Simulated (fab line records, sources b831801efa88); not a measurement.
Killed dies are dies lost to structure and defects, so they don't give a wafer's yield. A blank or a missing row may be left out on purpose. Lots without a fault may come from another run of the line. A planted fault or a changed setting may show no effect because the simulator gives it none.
fab line records | flow sky130
record lots=5 wafers=14 last_day=50
route steps=708 shown VIA4@645 METAL5@661 PAD_OPEN@708
lots that met no fault: from a run of the same line without faults
start_h: hours from the record's first day to the start of the lot's first wafer shown | wait_h: hours since the lot's step before | " the same as in the row above | L1.1+2: a row that stands for several wafers | - no value, or no start given | * or withheld: withheld | < > ~ a bound
route shown NAME@n: a module of which the file shows steps, and the number in the route of the first | usual: mean/standard deviation of fault-free wafers | same: alike in all rows | chamber/n: place in a boat | sites: the reading at each site | _std_site: their standard deviation | _edge_site: outer sites' mean less inner sites' | radius_mm: how far each site lies from the wafer's centre | mask NAME#n: copy n | behind: the tool/chamber that last shaped the wafer | hold: why the lot was held/for how many hours/how that ended | device: the transistor (n, p or np) that didn't switch | end of line: the same wafers' tests at the end of the route | a step without rows: its recipe alone | killed: dies lost to structure and defects at the first sort, not the wafer's yield | map: a wafer's dies, x killed, . not, _ none there
set.NAME: the setting as run; set.NAME@STEP: as run at that earlier step | model.NAME: the simulator's own value behind a step, which no gauge read
lots at some steps of the route; a table a step, a row a wafer
services: from which hour (start_h, from the record's first day; less than 0 if before it) a tool's chamber was out of use, for how many hours, and why
## steps
# step SKY_VIA4_COAT_06
# recipe resist=NOVOLAK spin_rpm=3000 resist_thk_nm=1140
# step SKY_VIA4_SOFTBAKE_07
# recipe temp_c=90 time_s=60 resist=NOVOLAK
# step SKY_VIA4_EXPOSE_08
# recipe mask_id=VIM4 na=0.6 source_shape=conventional sigma_outer=0.6 polarization=unpolarized target_cd_nm=800 dose_mj=132
# step SKY_VIA4_PEB_09
# recipe temp_c=withheld time_s=* resist=NOVOLAK
# step SKY_VIA4_DEVELOP_10
# recipe resist=NOVOLAK developer=TMAH develop_time_s=60 dev_temp_c=23
# step SKY_VIA4_OVL_MEAS_11
# usual VIA4_OVL=-0.8/1.2
# columns lot.wafer tool chamber start_h wait_h VIA4_OVL[nm]
L303.1 overlay-01 - 1023.34 0.1 -0.8
L303.2 " - " " -0.1
L303.4 " - " " -1.7
L304.3 overlay-01 - 1037.80 0.1 -0.1
L304.4 " - " " 0.8
L304.6 " - " " 0.0
L305.1 overlay-02 - 1061.36 0.1 -0.5
L305.2 " - " " -2.8
L305.6 " - " " -2.2
L309.2 overlay-01 - 1072.74 0.1 -0.5
L309.3 " - " " -1.4
L309.5 " - " " -1.3
L320.4 overlay-01 - 1137.75 0.1 -1.2
L320.5 " - " " -0.9
# step SKY_VIA4_ETCH_12
# recipe target=SiO2 chemistry=C4F8/O2/Ar stop_on=TiN mask_material=NOVOLAK source_w=1500 bias_w=1200 pressure_mtorr=40 c4f8_flow_sccm=withheld O2_flow_sccm=6 Ar_flow_sccm=300 time_s=withheld target_depth_a=5800
# usual oes_product_au=0.926/0.0046
# columns lot.wafer tool chamber start_h wait_h oes_product_au
L303.1 rie_diel-03 3 1023.38 0.0 0.927
L303.2 " 2 " " 0.928
L303.4 " 0 " " 0.928
L304.3 rie_diel-03 1 1037.83 0.0 0.919
L304.4 " 2 " " 0.922
L304.6 " 0 " " 0.920
L305.1 rie_diel-04 2 1061.40 0.0 0.931
L305.2 " 3 " " 0.923
L305.6 " 1 " " 0.920
L309.2 rie_diel-03 0 1072.77 0.0 0.928
L309.3 " 1 " " 0.915
L309.5 " 2 " " 0.930
L320.4 rie_diel-02 2 1137.80 0.0 0.927
L320.5 " 3 " " 0.929
# step SKY_VIA4_STRIP_13
# recipe chemistry=O2/N2 power_w=1400 pressure_mtorr=1500 platen_temp_c=withheld o2_flow_sccm=3000 n2_flow_sccm=300 overash_fraction=0.5
# usual drypump_motor_current_A=5.7/0.37 n2_flow_sccm=300.0/0.96 oes_product_au=0.709/0.0043 strip_time_to_endpoint_s=12.81/0.033
# columns lot.wafer tool chamber start_h wait_h drypump_motor_current_A n2_flow_sccm oes_product_au rf_hours_counter_h strip_time_to_endpoint_s
L303.1 plasma_asher-04 1 1023.45 - 6.2 300.7 0.706 89 12.87
L303.2 " 0 " " 5.8 302.0 0.707 89 12.88
L303.4 " 1 " " 6.2 301.3 0.711 - 12.84
L304.3 plasma_asher-02 0 1037.93 - 5.9 299.7 0.711 - 12.81
L304.4 " 1 " " 5.1 299.8 0.709 - 12.80
L304.6 " 1 " " 5.1 299.5 0.706 - 12.83
L305.1 plasma_asher-03 1 1061.47 - 5.5 301.1 0.714 32 12.79
L305.2 " 0 " " 5.7 300.3 0.714 32 12.81
L305.6 " 1 " " 5.5 299.5 0.711 - 12.81
L309.2 plasma_asher-03 1 1072.84 - 5.5 298.5 0.706 33 12.83
L309.3 " 1 " " 5.5 298.2 0.710 - 12.84
L309.5 " 1 " " 5.5 298.0 0.705 - 12.81
L320.4 plasma_asher-03 0 1137.87 - 5.7 300.2 0.717 - 12.86
L320.5 " 0 " " 5.7 299.1 0.715 - 12.88
# step SKY_VIA4_STRIP_14
# recipe chemistry=post_etch_residue_remover time_s=1200 temp_c=72.5
# step SKY_VIA4_CLEAN_15
# recipe chemistry=IPA time_s=180 temp_c=25
# step SKY_VIA4_CLEAN_16
# recipe chemistry=O3/DIW dry=n2_spin
# step SKY_VIA4_SPUTTER_17
# recipe material=TiN target_thk_nm=20 chamber_pressure_pa=5 power_w=4000 time_s=80
# usual throttle_valve_pct=30.3/1.2
# columns lot.wafer tool chamber start_h wait_h throttle_valve_pct
L303.1 pvd_sputter-03 - 1024.04 0.0 28.7
L303.2 " - " " 31.5
L303.4 " - " " 28.9
L304.3 pvd_sputter-01 - 1038.50 0.0 31.0
L304.4 " - " " 32.5
L304.6 " - " " 31.0
L305.1 pvd_sputter-03 - 1062.09 0.0 28.8
L305.2 " - " " 31.5
L305.6 " - " " 28.8
L309.2 pvd_sputter-03 - 1073.43 0.0 31.3
L309.3 " - " " 31.3
L309.5 " - " " 31.1
L320.4 pvd_sputter-01 - 1138.46 0.0 30.3
L320.5 " - " " 29.8
# step SKY_VIA4_CVD_18
# recipe material=W target_thk_nm=505 time_s=152.14 temp_c=400 pressure_torr=40
# usual heater_power_w=901/41
# columns lot.wafer tool chamber start_h wait_h heater_power_w model.W_of_VIA4_CVD_18.thk_nm
L303.1 cvd_w-02 0 1024.10 0.0 955 518.7
L303.2 " 1 " " 917 511
L303.4 " 1 " " 925 508.1
L304.3 cvd_w-01 0 1038.61 0.1 895 495.5
L304.4 " 1 " " 841 503.5
L304.6 " 0 " " 869 499.4
L305.1 cvd_w-02 1 1062.15 0.0 899 507.6
L305.2 " 0 " " 957 514.1
L305.6 " 0 " " 938 513.2
L309.2 cvd_w-02 1 1073.49 0.0 926 500.2
L309.3 " 0 " " 936 517.3
L309.5 " 0 " " 909 512.7
L320.4 cvd_w-02 1 1138.58 0.1 928 498.8
L320.5 " 0 " " 953 703.5
# step SKY_VIA4_RS_MEAS_19
# recipe thk_meas_gauge=four-point-probe reads=W_of_VIA4_CVD_18+TiN_of_VIA4_SPUTTER_17
# usual VIA4_W_RS=0.226/0.0031
# columns lot.wafer tool chamber start_h wait_h hold VIA4_W_RS[ohm/sq]
L303.1 film_metro-03 - 1024.25 0.1 - 0.221
L303.2 " - " " - 0.224
L303.4 " - " " - 0.225
L304.3 film_metro-04 - 1038.75 0.1 - 0.231
L304.4 " - " " - 0.227
L304.6 " - " " - 0.229
L305.1 film_metro-04 - 1062.30 0.1 - 0.225
L305.2 " - " " - 0.222
L305.6 " - " " - 0.222
L309.2 film_metro-03 - 1073.67 0.1 - 0.229
L309.3 " - " " - 0.221
L309.5 " - " " - 0.223
L320.4 film_metro-03 - 1138.74 0.1 await_dispo/0.2h/release 0.229
L320.5 " - " " await_dispo/0.2h/release 0.162
L320.4 film_metro-03 - 1139.02 0.3 - 0.229
L320.5 " - " " - 0.162
# step SKY_VIA4_THK_MEAS_20
# recipe thk_meas_gauge=xrf reads=W_of_VIA4_CVD_18
# usual VIA4_W_THK=514/9.9
# columns lot.wafer tool chamber start_h wait_h hold VIA4_W_THK[nm]
L303.1 film_metro-03 - 1024.37 0.1 - 533
L303.2 " - " " - 526
L303.4 " - " " - 519
L304.3 film_metro-04 - 1038.85 0.1 - 497
L304.4 " - " " - 501
L304.6 " - " " - 501
L305.1 film_metro-04 - 1062.42 0.1 - 505
L305.2 " - " " - 514
L305.6 " - " " - 511
L309.2 film_metro-03 - 1073.78 0.1 - 514
L309.3 " - " " - 529
L309.5 " - " " - 524
L320.4 film_metro-03 - 1149.81 10.8 await_dispo/0.2h/release 512
L320.5 " - " " await_dispo/0.2h/release 732
L320.4 film_metro-03 - 1150.16 0.3 - 512
L320.5 " - " " - 729
# step SKY_VIA4_CMP_21
# recipe stop_on=SiO2 t_overpolish_s=25 down_force_psi=3.5 platen_rpm=60 target_thk_nm=0 pad_velocity_m_s=0.94248
# usual motor_current_A=10.6/1.3 time_to_endpoint_s=122/4.1
# columns lot.wafer tool chamber start_h wait_h hold motor_current_A time_to_endpoint_s
L303.1 cmp-02 2 1024.72 0.3 - 10.6 120
L303.2 " 3 " " - 9.1 121
L303.4 " 1 " " - 12.8 116
L304.3 cmp-01 2 1038.89 0.0 - 9.1 117
L304.4 " 1 " " - 11.2 118
L304.6 " 2 " " - 9.0 117
L305.2 cmp-01 0 1062.53 0.1 - 9.1 124
L305.1 " 1 " " - 11.4 126
L305.6 " 0 " " - 9.9 123
L309.2 cmp-01 1 1073.88 0.1 - 13.0 122
L309.3 " 3 " " - 10.9 126
L309.5 " 0 " " - 9.6 126
L320.4 cmp-02 0 1156.80 6.6 await_dispo/6.3h/release 10.5 117
L320.5 " 3 " " await_dispo/6.3h/release 9.5 175
# step SKY_METAL5_SPUTTER_00
# recipe material=Ti target_thk_nm=15 power_w=3000 time_s=10 chamber_pressure_pa=0.4
# usual throttle_valve_pct=29.8/1
# columns lot.wafer tool chamber start_h wait_h throttle_valve_pct
L303.1 pvd_sputter-02 - 1025.02 0.2 29.9
L303.2 " - " " 29.7
L303.4 " - " " 27.6
L304.3 pvd_sputter-03 - 1039.19 0.2 31.7
L304.4 " - " " 29.0
L304.6 " - " " 31.6
L305.1 pvd_sputter-02 - 1062.78 0.1 29.7
L305.2 " - " " 29.7
L305.6 " - " " 29.7
L309.2 pvd_sputter-04 - 1074.13 0.2 29.7
L309.3 " - " " 30.7
L309.5 " - " " 30.5
L320.4 pvd_sputter-03 - 1157.05 0.2 28.4
L320.5 " - " " 28.8
# step SKY_PAD_OPEN_PROBE_99
# usual defect_limited_yield=82.0/1.9 killed_at_M0_to_M3=45/6.9 killed_at_M4_up=3.0/1.7 killed_at_contacts=25/5.6 killed_at_front_end=15/4.2 killed_at_other=0.3/0.55 killed_dies=89/9.6 killed_open=49/7.2 killed_short=39/6.5 sort_bin_3_pad_short=0.9/0.44 sort_bin_5_function=10.7/1.4 sort_bin_6_memory=6.4/1.3 sort_n_pass=403/9.6 sort_yield_pct=82.0/1.9
# same gross_dies=492 killed_at_back_side=0 sort_bin_4_leakage[%]=0 sort_bin_8_speed[%]=0
# columns lot.wafer tool chamber start_h wait_h defect_limited_yield[%] killed_at_M0_to_M3 killed_at_M4_up killed_at_contacts killed_at_front_end killed_at_other killed_dies killed_open killed_short sort_bin_3_pad_short[%] sort_bin_5_function[%] sort_bin_6_memory[%] sort_n_pass sort_yield_pct[%]
L309.2 prober-01 - 1138.11 0.1 78.3 58 3 28 18 0 107 52 55 1.2 12.4 8.1 385 78.3
L309.3 prober-01 - 1138.16 0.2 83.5 42 2 24 13 0 81 46 34 0.6 9.3 6.5 411 83.5
L309.5 prober-01 - 1138.26 0.2 79.1 56 1 31 15 0 103 56 45 2.0 12.0 6.9 389 79.1
L320.4 prober-02 - 1193.45 0.2 81.9 51 2 22 13 1 89 52 36 1.8 10.4 5.9 403 81.9
L320.5 prober-02 - 1193.50 0.2 82.3 41 2 22 20 2 87 44 42 1.0 10.6 6.1 405 82.3
# killed by level:class
L309.2 VIA1:geometric_particle:open=11 CONTACT:geometric_particle:open=10 METAL2:geometric_particle:short=10 VIA3:geometric_particle:open=9 METAL1:geometric_particle:short=8 CONTACT:geometric_particle:short=7 FIELD_ISO:geometric_particle:short=6 LI_CONTACT:geometric_particle:open=6
L309.3 LI_CONTACT:geometric_particle:open=9 VIA3:geometric_particle:open=9 CONTACT:geometric_particle:open=8 METAL2:geometric_particle:short=6 VIA1:geometric_particle:short=6 VIA1:geometric_particle:open=6 FIELD_ISO:geometric_particle:short=5 METAL1:geometric_particle:short=5
L309.5 VIA3:geometric_particle:open=12 CONTACT:geometric_particle:open=11 VIA1:geometric_particle:open=10 METAL2:geometric_particle:short=9 FIELD_ISO:geometric_particle:open=6 VIA2:geometric_particle:open=6 LI_CONTACT:geometric_particle:open=5 LI_CONTACT:geometric_particle:short=5
L320.4 VIA2:geometric_particle:open=15 VIA3:geometric_particle:open=9 VIA1:geometric_particle:open=7 LI_CONTACT:geometric_particle:open=7 CONTACT:geometric_particle:open=5 METAL1:geometric_particle:short=5 LOCAL_INTERCONNECT:geometric_particle:short=4 CONTACT:geometric_particle:short=4
L320.5 VIA1:geometric_particle:open=9 VIA2:geometric_particle:open=8 CONTACT:geometric_particle:short=6 METAL1:geometric_particle:short=6 FIELD_ISO:geometric_particle:short=5 POLY_GATE:geometric_particle:short=5 LI_CONTACT:geometric_particle:open=5 FIELD_ISO:geometric_particle:open=4
## services
# columns tool chamber start_h hours kind
cmp-01 - 1008.67 18.0 pm
pvd_sputter-04 - 1010.48 1.7 repair
pvd_sputter-01 - 1016.94 1.3 repair
pvd_sputter-02 - 1042.02 13.8 repair
cmp-02 - 1063.41 6.4 pm
rie_diel-03 - 1067.09 2.8 pm
pvd_sputter-02 - 1067.48 12.5 repair
cmp-02 - 1084.19 4.0 pm
plasma_asher-02 - 1089.96 0.7 repair
cmp-02 - 1092.93 0.7 repair
cvd_w-01 - 1094.01 6.9 pm
cmp-02 - 1101.09 1.4 repair
cvd_w-01 - 1107.61 0.8 repair
cvd_w-02 - 1107.74 2.2 repair
rie_diel-04 2 1113.39 12.9 repair
rie_diel-04 - 1120.04 2.5 repair
rie_diel-04 - 1123.65 2.8 pm
cmp-01 - 1126.74 3.9 pm
plasma_asher-04 - 1131.39 2.8 pm
rie_diel-02 0 1134.09 3.9 repair
plasma_asher-04 - 1142.76 1.0 repair
rie_diel-02 - 1150.89 1.2 repair
plasma_asher-02 - 1151.64 4.4 repair
cmp-01 - 1152.95 0.8 repair
## key
first_sign step=SKY_VIA4_RS_MEAS_19 reading=visit direction=added
effect step=SKY_VIA4_RS_MEAS_19 reading=VIA4_W_RS direction=down sigmas=20 usual=0.226 struck=0.162
effect step=SKY_VIA4_THK_MEAS_20 reading=visit direction=added
effect step=SKY_VIA4_THK_MEAS_20 reading=VIA4_W_THK direction=up sigmas=22 usual=514 struck=732
effect step=SKY_VIA4_CMP_21 reading=time_to_endpoint_s direction=up sigmas=13 usual=* struck=*
model_effect step=SKY_VIA4_CVD_18 value=W_of_VIA4_CVD_18.thk_nm without=508.1 struck=703.5
met_at SKY_VIA4_CVD_18
struck_wafers L320.5
onset_between 1073.49 1138.58
fault kind=process_parameter_drift tool=cvd_w-02 chamber=- onset_h=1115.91 steps=SKY_VIA4_CVD_18 channel=target_thk_nm offset=191.21 shape=step end_h=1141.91 scope=struck_wafers_only acts_in=these_recipes_only stated=505
